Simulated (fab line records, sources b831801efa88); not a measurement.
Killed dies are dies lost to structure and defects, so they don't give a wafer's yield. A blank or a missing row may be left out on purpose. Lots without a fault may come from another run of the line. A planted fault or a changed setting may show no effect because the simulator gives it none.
Tool commonality check | flow sky130 | 11 lots, 39 wafers sampled

WHY IT WAS OPENED
At SKY_GATE_OXIDE_THK_MEAS_02 the reading GATE_OXIDE_OXIDATION_00_THK is flagged on 2 of 11 lots. Wafers without a fault read 10.30 nm, standard deviation 0.17.
Rule: a lot is flagged when every wafer of it that has a number lies more than 4 standard deviations from that mean, or none has a number. The other lots count as sound.

lot  | measured     | on            | GATE_OXIDE_OXIDATION_00_THK (nm), wafer by wafer | flag
L176 | day 12 10:43 | film_metro-01 | 10.22 9.91 10.00                                 |
L178 | day 13 06:58 | film_metro-02 | 10.38 10.30 10.42                                |
L181 | day 13 22:31 | film_metro-02 | 10.44 10.49 10.64                                |
L180 | day 14 00:13 | film_metro-01 | 10.31 10.45 10.40                                |
L183 | day 15 01:29 | film_metro-04 | 10.26 10.14 10.27                                |
L184 | day 15 04:05 | film_metro-01 | 10.13 10.17 10.28                                |
L185 | day 15 08:07 | film_metro-01 | 9.85 10.00 9.88                                  |
L186 | day 15 21:51 | film_metro-01 | 10.22 10.17 10.24                                |
L188 | day 16 19:33 | film_metro-04 | 10.51 10.64 10.49                                |
L195 | day 18 22:34 | film_metro-01 | 7.47 7.66 7.35 7.52 7.69 7.42                    | FLAGGED
L196 | day 19 08:37 | film_metro-01 | 7.66 7.57 7.72 7.72 7.49 7.74                    | FLAGGED
The numbers of the flagged lots are 7.58 nm on average: -2.72 nm against the usual, or -16 standard deviations.

WHICH TOOL RAN EACH LOT
The record holds 2 process steps before the reading, out of a route of 708 steps. In each cell: the tool, then ch and the chambers that the sampled wafers went through, then the start.
lot  | flag    | SKY_DNWELL_STRIP_08                 | SKY_GATE_OXIDE_OXIDATION_01
L176 |         | plasma_asher-04 ch 0,1, day 3 05:44 | furnace-01 ch 0, day 12 09:18
L178 |         | plasma_asher-04 ch 0,1, day 3 18:53 | furnace-01 ch 0, day 13 05:32
L181 |         | plasma_asher-01 ch 0,1, day 4 04:50 | furnace-01 ch 0, day 13 21:05
L180 |         | plasma_asher-04 ch 0,1, day 4 02:08 | furnace-02 ch 0, day 13 22:47
L183 |         | plasma_asher-03 ch 0,1, day 4 17:53 | furnace-01 ch 0, day 15 00:05
L184 |         | plasma_asher-04 ch 0,1, day 4 23:23 | furnace-01 ch 0, day 15 02:40
L185 |         | plasma_asher-01 ch 0,1, day 5 02:32 | furnace-02 ch 0, day 15 06:43
L186 |         | plasma_asher-03 ch 0,1, day 5 11:29 | furnace-02 ch 0, day 15 20:27
L188 |         | plasma_asher-03 ch 0,1, day 5 22:47 | furnace-01 ch 0, day 16 18:08
L195 | FLAGGED | plasma_asher-04 ch 0,1, day 7 10:59 | furnace-01 ch 0, day 18 21:09
L196 | FLAGGED | plasma_asher-04 ch 0,1, day 7 16:26 | furnace-01 ch 0, day 19 07:12
What these steps do:
- SKY_DNWELL_STRIP_08: strips in O2/N2.
- SKY_GATE_OXIDE_OXIDATION_01: stabilise 600 s, purge 300 s, target thk 10.268 nm.
- SKY_GATE_OXIDE_THK_MEAS_02

FLAGGED OVER TOTAL, TOOL BY TOOL (the gauges that took the reading come last)
step                        | tool            | lots run | flagged | share of the flagged lots | sound lots run after its first flagged lot
SKY_DNWELL_STRIP_08         | plasma_asher-01 | 2        | 0       | none                      | -
SKY_DNWELL_STRIP_08         | plasma_asher-03 | 3        | 0       | none                      | -
SKY_DNWELL_STRIP_08         | plasma_asher-04 | 6        | 2       | all                       | 0
SKY_GATE_OXIDE_OXIDATION_01 | furnace-01      | 8        | 2       | all                       | 0
SKY_GATE_OXIDE_OXIDATION_01 | furnace-02      | 3        | 0       | none                      | -
SKY_GATE_OXIDE_THK_MEAS_02  | film_metro-01   | 7        | 2       | all                       | 0
SKY_GATE_OXIDE_THK_MEAS_02  | film_metro-02   | 2        | 0       | none                      | -
SKY_GATE_OXIDE_THK_MEAS_02  | film_metro-04   | 2        | 0       | none                      | -

WHAT THE TABLE ALLOWS
3 rows of the table ran every flagged lot: plasma_asher-04 at SKY_DNWELL_STRIP_08, furnace-01 at SKY_GATE_OXIDE_OXIDATION_01, film_metro-01 at SKY_GATE_OXIDE_THK_MEAS_02.
- plasma_asher-04 at SKY_DNWELL_STRIP_08: 2 of its 6 lots flagged. Its last sound lot is L184 (day 4 23:23), its first flagged lot L195 (day 7 10:59): a fault that began between those two fits.
- furnace-01 at SKY_GATE_OXIDE_OXIDATION_01: 2 of its 8 lots flagged. Its last sound lot is L188 (day 16 18:08), its first flagged lot L195 (day 18 21:09): a fault that began between those two fits.
- film_metro-01 at SKY_GATE_OXIDE_THK_MEAS_02: 2 of its 7 lots flagged. Its last sound lot is L186 (day 15 21:51), its first flagged lot L195 (day 18 22:34): a fault that began between those two fits.
Counting lots can't tell these 3 tools apart, because each fits a fault that began at some hour. More lots, or a look at what each step does to the wafer, might.

WHAT THE SIMULATOR HAD PUT IN
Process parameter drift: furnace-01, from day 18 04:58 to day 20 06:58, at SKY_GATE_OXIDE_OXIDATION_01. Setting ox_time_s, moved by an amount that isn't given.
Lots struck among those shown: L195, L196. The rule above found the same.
